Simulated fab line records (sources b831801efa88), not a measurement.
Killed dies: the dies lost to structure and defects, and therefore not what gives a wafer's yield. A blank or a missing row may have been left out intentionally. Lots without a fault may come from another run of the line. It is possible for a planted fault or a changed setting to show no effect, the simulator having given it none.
Which tool did it? :: flow gf180mcu :: 14 lots, 42 wafers sampled, at 5 steps of a route of 602

== WHAT THE GAUGES SHOWED, per wafer ==
GF_HV_LDD_RS_MEAS_53: measurement is done with a four-point probe.
lot: L975
measured: day 12 03:57
on: filmMetro-04
HV_LDD_RS (ohm/sq): 418.5 419.4 420.4

lot: L976
measured: day 12 13:55
on: filmMetro-04
HV_LDD_RS (ohm/sq): 419.9 421.3 419.0

lot: L978
measured: day 13 07:23
on: filmMetro-01
HV_LDD_RS (ohm/sq): 418.2 417.6 418.7

lot: L979
measured: day 13 15:09
on: filmMetro-01
HV_LDD_RS (ohm/sq): 418.8 419.2 418.6

lot: L980
measured: day 14 01:17
on: filmMetro-04
HV_LDD_RS (ohm/sq): 419.4 418.0 417.2

lot: L981
measured: day 14 09:37
on: filmMetro-04
HV_LDD_RS (ohm/sq): 419.2 418.6 417.7

lot: L982
measured: day 14 19:45
on: filmMetro-01
HV_LDD_RS (ohm/sq): 415.2 416.6 416.4

lot: L983
measured: day 15 08:29
on: filmMetro-01
HV_LDD_RS (ohm/sq): 415.7 416.6 416.5

lot: L985
measured: day 16 01:57
on: filmMetro-01
HV_LDD_RS (ohm/sq): 415.9 416.0 415.4

lot: L990
measured: day 17 21:01
on: filmMetro-03
HV_LDD_RS (ohm/sq): 417.7 417.9 417.1

lot: L995
measured: day 19 09:39
on: filmMetro-01
HV_LDD_RS (ohm/sq): 418.6 418.1 418.1

lot: L996
measured: day 19 11:12
on: filmMetro-01
HV_LDD_RS (ohm/sq): 418.7 418.1 418.2

lot: L997
measured: day 19 17:29
on: filmMetro-03
HV_LDD_RS (ohm/sq): 418.8 418.3 418.4

lot: L998
measured: day 20 03:35
on: filmMetro-01
HV_LDD_RS (ohm/sq): 417.8 417.9 419.2

GF_CONTACT_RS_MEAS_25: measurement is done with a four-point probe.
lot: L975
measured: day 15 23:46
on: filmMetro-03
CONTACT_W_RS (ohm/sq): 0.380 0.389 0.378

lot: L976
measured: day 16 07:53
on: filmMetro-04
CONTACT_W_RS (ohm/sq): 0.389 0.387 0.386

lot: L978
measured: day 17 02:54
on: filmMetro-03
CONTACT_W_RS (ohm/sq): 0.381 0.387 0.381

lot: L979
measured: day 17 11:07
on: filmMetro-04
CONTACT_W_RS (ohm/sq): 0.390 0.383 0.381

lot: L980
measured: day 17 23:41
on: filmMetro-03
CONTACT_W_RS (ohm/sq): 0.382 0.382 0.386

lot: L981
measured: day 18 07:30
on: filmMetro-03
CONTACT_W_RS (ohm/sq): 0.385 0.391 0.393

lot: L982
measured: day 18 19:39
on: filmMetro-04
CONTACT_W_RS (ohm/sq): 0.392 0.387 0.394

lot: L983
measured: day 19 11:28
on: filmMetro-04
CONTACT_W_RS (ohm/sq): 0.381 0.388 0.383

lot: L985
measured: day 20 06:50
on: filmMetro-01
CONTACT_W_RS (ohm/sq): 0.389 0.386 0.389

lot: L990
measured: day 22 02:44
on: filmMetro-01
CONTACT_W_RS (ohm/sq): 0.388 0.390 0.389

lot: L995
measured: day 23 14:28
on: filmMetro-01
CONTACT_W_RS (ohm/sq): 0.392 0.393 0.392

lot: L996
measured: day 23 15:40
on: filmMetro-04
CONTACT_W_RS (ohm/sq): 0.391 0.389 0.385

lot: L997
measured: day 23 21:11
on: filmMetro-03
CONTACT_W_RS (ohm/sq): 0.387 0.391 0.389

lot: L998
measured: day 24 05:53
on: filmMetro-03
CONTACT_W_RS (ohm/sq): 0.388 0.387 0.387

GF_M2_CD_MEAS_14: target cd 280 nm.
lot: L975
measured: day 19 01:17
on: cdSem-02
cdNm (nm): 279.4 279.7 278.6

lot: L976
measured: day 19 09:55
on: cdSem-02
cdNm (nm): 279.7 280.2 281.5

lot: L978
measured: day 20 05:43
on: cdSem-02
cdNm (nm): 281.4 280.9 281.1

lot: L979
measured: day 20 14:41
on: cdSem-01
cdNm (nm): 279.2 279.5 278.0

lot: L980
measured: day 21 03:17
on: cdSem-01
cdNm (nm): 277.9 278.3 280.1

lot: L981
measured: day 21 12:02
on: cdSem-02
cdNm (nm): 279.6 280.4 279.6

lot: L982
measured: day 21 23:59
on: cdSem-02
cdNm (nm): 282.1 281.0 281.5

lot: L983
measured: day 22 15:29
on: cdSem-01
cdNm (nm): 280.0 279.5 281.0

lot: L985
measured: day 23 09:38
on: cdSem-02
cdNm (nm): 279.1 278.6 278.5

lot: L990
measured: day 25 01:21
on: cdSem-02
cdNm (nm): 280.1 278.7 280.1

lot: L995
measured: day 26 10:32
on: cdSem-01
cdNm (nm): 278.4 279.2 279.1

lot: L996
measured: day 26 11:41
on: cdSem-02
cdNm (nm): 279.9 280.7 280.5

lot: L997
measured: day 26 17:24
on: cdSem-02
cdNm (nm): 280.3 279.6 280.2

lot: L998
measured: day 27 02:06
on: cdSem-02
cdNm (nm): 281.2 280.4 281.2

== WHAT TOOL EACH LOT RAN ON (gives the tool, then ch and the chambers of the sampled wafers, and finally the start) ==
lot: L975
GF_HV_LDD_IMPLANT_34: implanter-03 ch 0, day 11 08:26
GF_M2_SPUTTER_03: pvdSputter-01, day 18 01:11

lot: L976
GF_HV_LDD_IMPLANT_34: implanter-02 ch 0, day 11 18:11
GF_M2_SPUTTER_03: pvdSputter-01, day 18 09:27

lot: L978
GF_HV_LDD_IMPLANT_34: implanter-03 ch 0, day 12 11:13
GF_M2_SPUTTER_03: pvdSputter-02, day 19 05:28

lot: L979
GF_HV_LDD_IMPLANT_34: implanter-04 ch 0, day 12 19:20
GF_M2_SPUTTER_03: pvdSputter-02, day 19 14:05

lot: L980
GF_HV_LDD_IMPLANT_34: implanter-02 ch 0, day 13 04:17
GF_M2_SPUTTER_03: pvdSputter-02, day 20 03:39

lot: L981
GF_HV_LDD_IMPLANT_34: implanter-02 ch 0, day 13 11:41
GF_M2_SPUTTER_03: pvdSputter-04, day 20 11:49

lot: L982
GF_HV_LDD_IMPLANT_34: implanter-02 ch 0, day 13 22:01
GF_M2_SPUTTER_03: pvdSputter-02, day 21 00:04

lot: L983
GF_HV_LDD_IMPLANT_34: implanter-02 ch 0, day 14 11:00
GF_M2_SPUTTER_03: pvdSputter-04, day 21 16:43

lot: L985
GF_HV_LDD_IMPLANT_34: implanter-02 ch 0, day 15 03:01
GF_M2_SPUTTER_03: pvdSputter-04, day 22 10:28

lot: L990
GF_HV_LDD_IMPLANT_34: implanter-04 ch 0, day 16 21:52
GF_M2_SPUTTER_03: pvdSputter-04, day 24 03:47

lot: L995
GF_HV_LDD_IMPLANT_34: implanter-02 ch 0, day 18 08:52
GF_M2_SPUTTER_03: pvdSputter-04, day 25 14:16

lot: L996
GF_HV_LDD_IMPLANT_34: implanter-03 ch 0, day 18 09:32
GF_M2_SPUTTER_03: pvdSputter-02, day 25 15:14

lot: L997
GF_HV_LDD_IMPLANT_34: implanter-02 ch 0, day 18 16:52
GF_M2_SPUTTER_03: pvdSputter-04, day 25 20:47

lot: L998
GF_HV_LDD_IMPLANT_34: implanter-02 ch 0, day 19 02:34
GF_M2_SPUTTER_03: pvdSputter-04, day 26 05:14
- GF_HV_LDD_IMPLANT_34
- GF_M2_SPUTTER_03: material Ti, target thk 10 nm, time 6.7 s.

== WHAT THE TOOLS THEMSELVES READ (means of the sampled wafers that have a number; where no wafer has one, the mark that the record gives instead) ==
GF_HV_LDD_IMPLANT_34.
lot: L975
tool: implanter-03
beamEnergyKeV: 60.019

lot: L976
tool: implanter-02
beamEnergyKeV: 59.999

lot: L978
tool: implanter-03
beamEnergyKeV: 60.007

lot: L979
tool: implanter-04
beamEnergyKeV: 59.986

lot: L980
tool: implanter-02
beamEnergyKeV: 60.002

lot: L981
tool: implanter-02
beamEnergyKeV: 59.976

lot: L982
tool: implanter-02
beamEnergyKeV: 64.338

lot: L983
tool: implanter-02
beamEnergyKeV: 64.347

lot: L985
tool: implanter-02
beamEnergyKeV: 64.341

lot: L990
tool: implanter-04
beamEnergyKeV: 60.000

lot: L995
tool: implanter-02
beamEnergyKeV: 60.005

lot: L996
tool: implanter-03
beamEnergyKeV: 60.011

lot: L997
tool: implanter-02
beamEnergyKeV: 60.006

lot: L998
tool: implanter-02
beamEnergyKeV: 59.978

GF_M2_SPUTTER_03.
lot: L975
tool: pvdSputter-01
throttleValvePct (%): 29.8

lot: L976
tool: pvdSputter-01
throttleValvePct (%): 30.2

lot: L978
tool: pvdSputter-02
throttleValvePct (%): 30.5

lot: L979
tool: pvdSputter-02
throttleValvePct (%): 30.7

lot: L980
tool: pvdSputter-02
throttleValvePct (%): 30.9

lot: L981
tool: pvdSputter-04
throttleValvePct (%): 29.8

lot: L982
tool: pvdSputter-02
throttleValvePct (%): 30.6

lot: L983
tool: pvdSputter-04
throttleValvePct (%): 29.8

lot: L985
tool: pvdSputter-04
throttleValvePct (%): 29.6

lot: L990
tool: pvdSputter-04
throttleValvePct (%): 29.8

lot: L995
tool: pvdSputter-04
throttleValvePct (%): 29.2

lot: L996
tool: pvdSputter-02
throttleValvePct (%): 31.0

lot: L997
tool: pvdSputter-04
throttleValvePct (%): 29.2

lot: L998
tool: pvdSputter-04
throttleValvePct (%): 29.4

== THE ANSWER, worked out from the rows above alone ==
Rule: the lots themselves supply what counts as usual. The widest of any qualifying gaps counts: lots, ordered by their means at a reading, are off when they make up no more than a third of the lots, leave a main group of 4 or more, and stand apart from it by 3 or more times the standard deviation of that group's means. Not used: any main group whose means are identical at the precision the tables above print for the reading. A lot without any number at a reading at which 4 lots or more have one is off too. The other lots that the step has rows for count as sound. The gauges are gone through in route order, then the tools' own readings, and for those a lot's mean is taken as printed above. At the first step where some lot is off, the reading lying furthest off is the one used; lots without a number count as furthest.
Off: L982, L983, L985 (GF_HV_LDD_IMPLANT_34, beamEnergyKeV). Mean 59.999 and standard deviation 0.013 in the main group.
A tool fits if, at that step or a process step before it, it ran every lot that is off, and no sound lot after the first of them. None of those tried fits.

== WHAT HAD BEEN PUT IN BY THE SIMULATOR ==
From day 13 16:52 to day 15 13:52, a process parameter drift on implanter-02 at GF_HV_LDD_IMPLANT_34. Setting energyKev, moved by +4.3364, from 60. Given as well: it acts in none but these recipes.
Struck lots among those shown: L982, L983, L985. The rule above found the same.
